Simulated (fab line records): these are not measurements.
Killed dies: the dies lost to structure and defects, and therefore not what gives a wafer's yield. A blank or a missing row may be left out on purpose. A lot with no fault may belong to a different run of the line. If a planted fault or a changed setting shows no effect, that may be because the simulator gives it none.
Matching of chambers | flow sky130 | rie_diel-03 running SKY_VIA2_ETCH_14: 4 sister chambers
The step etches BARC in N2/H2, stops on SiO2, time 45.9 s, target depth 60 nm. 8 wafers are shown with their chamber, then 9 later ones without.

== WAFERS, EACH WITH ITS CHAMBER ==
wafer  | chamber | throttle_valve_pct (%) | oes_product_au (a.u.)
L077.6 | 3       | 13.230                 | 0.855
L079.4 | 2       | 13.233                 | 0.858
L082.1 | 1       | 13.209                 | 0.854
L082.2 | 3       | 13.232                 | 0.855
L082.3 | 0       | 13.232                 | 0.847
L085.1 | 1       | 13.230                 | 0.862
L085.2 | 0       | 13.221                 | 0.857
L085.3 | 2       | 13.230                 | 0.851

== WAFERS WHOSE CHAMBER IS MISSING ==
wafer  | throttle_valve_pct (%) | oes_product_au (a.u.)
L092.3 | 13.232                 | 0.854
L092.4 | 13.213                 | 0.853
L092.5 | 13.238                 | 0.859
L093.1 | 13.230                 | 0.852
L093.3 | 13.219                 | 0.857
L093.6 | 13.213                 | 0.850
L095.1 | 13.221                 | 0.851
L095.4 | 13.235                 | 0.863
L095.6 | 13.219                 | 0.848

== WHICH CHAMBER EACH ONE RAN IN ==
wafer  | from the rows above               | in truth
L092.3 | can't be placed: 2 or 3 or 0 or 1 | 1
L092.4 | can't be placed: 1 or 0 or 3 or 2 | 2
L092.5 | can't be placed: 3 or 2 or 0 or 1 | 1
L093.1 | can't be placed: 0 or 2 or 3 or 1 | 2
L093.3 | can't be placed: 1 or 0 or 3 or 2 | 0
L093.6 | can't be placed: 0 or 1 or 3 or 2 | 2
L095.1 | can't be placed: 0 or 1 or 3 or 2 | 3
L095.4 | can't be placed: 3 or 2 or 1 or 0 | 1
L095.6 | can't be placed: 0 or 1 or 2 or 3 | 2
Correctly placed: 0 of 9. From these rows, 9 cannot be placed; in 9 the true chamber is one of the candidates. Placed wrongly: 0.
How it was worked out, from the rows above alone: a wafer's distance from a chamber is the root of the sum, over the readings, of the square of ((its reading less the chamber's mean) divided by the reading's scatter). If the next closest chamber is less than 2 further off than the closest, the wafer can't be placed; otherwise it belongs to the closest. Each chamber's mean is taken over the wafers shown for it. The scatter: take each reading less its chamber's mean, square it, sum over the shown wafers, divide by the number of wafers less the number of chambers, and take the root.
